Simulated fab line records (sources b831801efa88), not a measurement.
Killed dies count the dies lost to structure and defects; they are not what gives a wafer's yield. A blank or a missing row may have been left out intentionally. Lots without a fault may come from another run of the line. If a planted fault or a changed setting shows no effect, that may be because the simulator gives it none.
One fault seen from 2 desks    flow sky130    every desk sees just its own numbers, and what lay behind them comes last

## TOOL OWNER'S DESK, iline_stepper-02
The tool's own readings at SKY_NWELL_EXPOSE_07 (exposes mask NWM, target cd 840 nm): means of the sampled wafers that have a number, for each lot that ran on this tool. Any lot whose mean is over 4 standard deviations away from the usual mean is out of limits and marked OUT; that distance is given in the brackets.
Columns: A = focus_offset_nm at SKY_NWELL_EXPOSE_07, usual 0.1 nm
lot   first seen here  A
L287  day 5 17:58      -0.1
L288  day 5 18:27      0.2
L290  day 6 03:50      0.0
L291  day 6 16:42      0.4
L294  day 6 21:58      -0.0
L295  day 7 01:55      0.1
L297  day 7 20:47      0.4
This desk found nothing out of limits on any of the 7 lots.

## AT THE METROLOGY DESK
What the gauges read, lot by lot, whatever tool the lot ran on: means of the sampled wafers that have a number. Any lot whose mean is over 4 standard deviations away from the usual mean is out of limits and marked OUT; that distance is given in the brackets.
Columns: A = NWELL_00_OVL at SKY_NWELL_OVL_MEAS_10, usual -0.1 nm; B = VT_ADJUST_HVTP_TW at SKY_VT_ADJUST_HVTP_TW_MEAS_11, usual 1346
lot   first seen here  A                        B
L284  day 4 16:48      -0.0                     1348
L287  day 6 02:14      -0.6                     1335
L288  day 6 03:22      -1.4                     1337
L290  day 6 12:28      -0.3                     1372
L291  day 7 01:53      225.7 (+99 or more) OUT  1344
L292  day 7 06:31      -0.3                     1342
L294  day 7 07:52      224.9 (+99 or more) OUT  1342
L295  day 7 11:25      224.6 (+99 or more) OUT  1349
L297  day 8 06:34      227.4 (+99 or more) OUT  1344
L303  day 9 11:25      0.1                      1372
L305  day 9 22:57      -0.1                     1342
L306  day 10 04:56     -0.4                     1347
Per this desk, out of limits: L291, L294, L295, L297; the first was L291, day 7 01:53 (NWELL_00_OVL at SKY_NWELL_OVL_MEAS_10). Within limits: L284, L287, L288, L290, L292, L303, L305, L306.

## TAKEN TOGETHER
The metrology desk could have raised an alarm at day 7 01:53, on L291, L294, L295, L297.
The tool owner's desk saw nothing out of limits.
On record at the tool owner's desk: L291, L294, L295, L297, within its limits.
SKY_NWELL_EXPOSE_07 was run on iline_stepper-02 by each of the lots named.

## WHAT HAD BEEN PUT IN BY THE SIMULATOR
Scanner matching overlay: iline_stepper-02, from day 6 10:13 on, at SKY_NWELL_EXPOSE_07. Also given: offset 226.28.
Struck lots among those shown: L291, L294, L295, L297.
Hours from the fault's start to each desk's first reading out of limits: the metrology desk, 16.
